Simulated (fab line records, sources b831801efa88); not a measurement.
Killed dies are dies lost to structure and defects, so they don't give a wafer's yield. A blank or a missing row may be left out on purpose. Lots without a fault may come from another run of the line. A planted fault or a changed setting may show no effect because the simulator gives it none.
Which tool did it? | flow sky130 | 12 lots, 36 wafers sampled, at 3 steps of a route of 708

WHAT THE GAUGES READ, wafer by wafer
SKY_VIA2_BOW_MEAS_03.
lot  | measured     | on            | VIA2_BOW (um)
L160 | day 36 11:04 | film_metro-04 | 87 77 101
L159 | day 36 11:22 | film_metro-03 | 88 94 87
L161 | day 37 04:09 | film_metro-04 | 81 94 87
L162 | day 37 10:46 | film_metro-03 | 95 96 98
L164 | day 38 01:31 | film_metro-03 | 83 80 90
L165 | day 38 05:35 | film_metro-02 | 95 90 85
L167 | day 38 22:23 | film_metro-03 | 90 95 96
L168 | day 39 01:46 | film_metro-04 | 79 78 85
L169 | day 39 08:25 | film_metro-03 | 94 90 80
L173 | day 41 03:47 | film_metro-02 | 86 90 83
L178 | day 42 01:39 | film_metro-03 | 80 89 88
L179 | day 42 08:43 | film_metro-02 | 98 106 105

SKY_VIA2_CD_MEAS_12: target cd 200 nm.
lot  | measured     | on        | cd_nm (nm)
L160 | day 37 12:59 | cd_sem-01 | 200.0 201.9 201.8
L159 | day 37 13:19 | cd_sem-01 | 200.6 199.9 200.0
L161 | day 38 05:03 | cd_sem-01 | 199.7 197.8 199.8
L162 | day 38 12:28 | cd_sem-01 | 202.6 201.6 200.0
L164 | day 39 03:19 | cd_sem-01 | 200.3 200.8 201.3
L165 | day 39 06:48 | cd_sem-01 | 198.6 199.1 199.5
L167 | day 39 22:19 | cd_sem-01 | 200.8 201.4 200.0
L168 | day 40 01:52 | cd_sem-01 | 198.7 199.7 199.3
L169 | day 40 07:14 | cd_sem-01 | 201.2 199.3 201.2
L173 | day 42 03:10 | cd_sem-01 | 200.0 200.4 200.7
L178 | day 43 00:51 | cd_sem-01 | 199.3 199.2 199.5
L179 | day 43 06:59 | cd_sem-01 | 197.7 198.5 198.8

WHICH TOOL RAN EACH LOT (tool, then ch and the chambers of the sampled wafers, then the start)
lot  | SKY_VIA1_SPUTTER_20
L160 | pvd_sputter-04, day 35 07:01
L159 | pvd_sputter-03, day 35 07:11
L161 | pvd_sputter-02, day 36 00:20
L162 | pvd_sputter-04, day 36 06:35
L164 | pvd_sputter-02, day 36 20:56
L165 | pvd_sputter-03, day 37 01:52
L167 | pvd_sputter-04, day 37 19:01
L168 | pvd_sputter-02, day 37 22:05
L169 | pvd_sputter-03, day 38 05:08
L173 | pvd_sputter-03, day 39 20:34
L178 | pvd_sputter-03, day 40 23:56
L179 | pvd_sputter-02, day 41 05:50
- SKY_VIA1_SPUTTER_20: material TiN, target thk 20 nm, time 80 s.

WHAT THE TOOLS THEMSELVES READ (means of the sampled wafers that have a number; where no wafer has one, the mark that the record gives instead)
SKY_VIA1_SPUTTER_20.
lot  | tool           | chamber_pressure_pa (Pa) | throttle_valve_pct (%)
L160 | pvd_sputter-04 | 5.001                    | 30.0
L159 | pvd_sputter-03 | 5.005                    | 29.3
L161 | pvd_sputter-02 | 5.010                    | 30.4
L162 | pvd_sputter-04 | 5.006                    | 30.1
L164 | pvd_sputter-02 | 4.995                    | 30.3
L165 | pvd_sputter-03 | 5.005                    | 29.3
L167 | pvd_sputter-04 | 5.004                    | 30.0
L168 | pvd_sputter-02 | 4.995                    | 31.4
L169 | pvd_sputter-03 | 5.001                    | 29.9
L173 | pvd_sputter-03 | 4.993                    | 29.3
L178 | pvd_sputter-03 | 4.993                    | 29.3
L179 | pvd_sputter-02 | 4.999                    | 30.1

THE ANSWER, worked out from the rows above alone
Rule: what is usual is taken from the lots themselves. Put in order of their means at a reading, lots are off if they are a third of the lots or fewer, leave a main group of 4 or more, and stand apart from it by a gap of 3 or more times the standard deviation of the main group's means; of several such gaps the widest counts. A main group whose means are all the same, to the digits that the tables above print for the reading, isn't used. A lot without any number at a reading at which 4 lots or more have one is off too. The other lots that the step has rows for count as sound. The gauges are gone through in route order, then the tools' own readings, and for those a lot's mean is taken as printed above. The first step at which some lot is off is used, and at that step the reading that is off furthest; a lot without a number counts as furthest.
No lot is off at any reading shown: from this, nothing can be told.

WHAT THE SIMULATOR HAD PUT IN
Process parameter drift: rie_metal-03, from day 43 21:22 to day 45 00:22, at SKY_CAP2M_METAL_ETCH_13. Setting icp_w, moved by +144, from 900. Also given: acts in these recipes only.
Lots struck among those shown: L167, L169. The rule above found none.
